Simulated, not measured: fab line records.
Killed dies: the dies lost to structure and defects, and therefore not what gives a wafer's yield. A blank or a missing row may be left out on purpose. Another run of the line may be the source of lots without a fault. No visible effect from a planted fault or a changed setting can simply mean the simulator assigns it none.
Split-lot trial ; flow gf180mcu ; route with 602 steps; 5 lots, 23 wafers read

## THE SPLIT
At GF_MIM_SPUTTER_09 (material TiN, target thk 35 nm, time 29.2 s), the setting power w was moved away from the recipe's 6500 W on 10 of the 23 wafers read, by -8.2% to +7.1%. This setting was run at the recipe's value on the other wafers.

The reading is taken at the split's own step.

## THE READING
TiN_of_MIM_SPUTTER_09.thk nm (the simulator's own value, which no gauge read), in nm, at GF_MIM_SPUTTER_09 (material TiN, target thk 35 nm, time 29.2 s). The file gives no usual value for it. Average 35.00 nm, standard deviation 0.16 nm, over the 13 wafers here run with the recipe.

wafer;tool, chamber at the split;power w as run, W;against the recipe;TiN_of_MIM_SPUTTER_09.thk nm, nm;against lot-mates on the recipe
L075.1;pvd sputter-01, -;6500;recipe;34.84;-
L075.2;pvd sputter-01, -;6500;recipe;35.24;-
L075.3;pvd sputter-01, -;6500;recipe;34.91;-
L075.5;pvd sputter-01, -;6962;+7.1%;37.74;+2.74
L075.6;pvd sputter-01, -;6962;+7.1%;37.64;+2.64
L077.1;pvd sputter-01, -;6132;-5.7%;33.03;-1.97
L077.2;pvd sputter-01, -;6132;-5.7%;33.28;-1.72
L077.4;pvd sputter-01, -;6500;recipe;35.06;-
L077.5;pvd sputter-01, -;6500;recipe;34.93;-
L077.6;pvd sputter-01, -;6132;-5.7%;32.94;-2.06
L076.1;pvd sputter-01, -;6500;recipe;34.67;-
L076.2;pvd sputter-01, -;6500;recipe;35.15;-
L076.3;pvd sputter-01, -;6132;-5.7%;32.68;-2.23
L076.4;pvd sputter-01, -;6132;-5.7%;32.99;-1.92
L076.5;pvd sputter-01, -;6132;-5.7%;32.81;-2.10
L082.1;pvd sputter-01, -;6500;recipe;34.9;-
L082.2;pvd sputter-01, -;6500;recipe;35.3;-
L082.5;pvd sputter-01, -;6500;recipe;35.01;-
L084.1;pvd sputter-01, -;5970;-8.2%;31.9;-3.11
L084.2;pvd sputter-01, -;5970;-8.2%;31.84;-3.17
L084.3;pvd sputter-01, -;6500;recipe;35.11;-
L084.5;pvd sputter-01, -;6500;recipe;34.95;-
L084.6;pvd sputter-01, -;6500;recipe;34.97;-

THE FIT
A straight line over all 23 wafers: TiN_of_MIM_SPUTTER_09.thk nm changes by +0.374 nm for each +1% of power w; r = +0.99; the points scatter about the line by 0.17 nm.
The same after taking each lot's own level away (the mean of its wafers on the recipe; 23 wafers): +0.371 nm for each +1%; r = +0.99; scatter 0.16 nm.
According to that fit, moving power w by its largest amount changes the reading by 3 nm.
Measured against the standard deviation above, the lots' own levels, which go from 34.910 to 35.070 nm, span 1.0 times it.
The two slopes are in agreement: the lot-to-lot level therefore moves the slope only a little.
Check: -2.98 nm against its lot-mates is what the line predicts for one of the wafers moved furthest among these (-8.2%) when that wafer is left out of the fit. It came out at -3.11 nm against them.

## FURTHER SPLITS ON THESE WAFERS
Note: prior to the reading, these wafers also went through further splits. Each is held against what the fit with the lots' levels taken away leaves over:
other split on the same wafers;wafers away from the commonest value;r with TiN_of_MIM_SPUTTER_09.thk nm (lot level and that fit taken away)
GF_M2_SPUTTER_02 power w;6;+0.25
GF_V2_COAT_09 resist thk nm;9;-0.27
GF_V2_SOFTBAKE_10 time s;9;+0.16
GF_V2_SPUTTER_22 time s;7;+0.17
GF_M3_SPUTTER_03 power w;6;-0.01
GF_M3_METAL_ETCH_16 icp w;6;-0.13
GF_V3_SPUTTER_21 power w;9;+0.26
GF_M4_METAL_ETCH_16 time s;4;-0.41
GF_V4_SPUTTER_21 time s;4;-0.17
GF_MIM_SPUTTER_03 power w;8;+0.02

## THE FILE'S OWN FIT
TiN_of_MIM_SPUTTER_09.thk nm changes by +0.372 nm for each +1% of power w, r = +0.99.
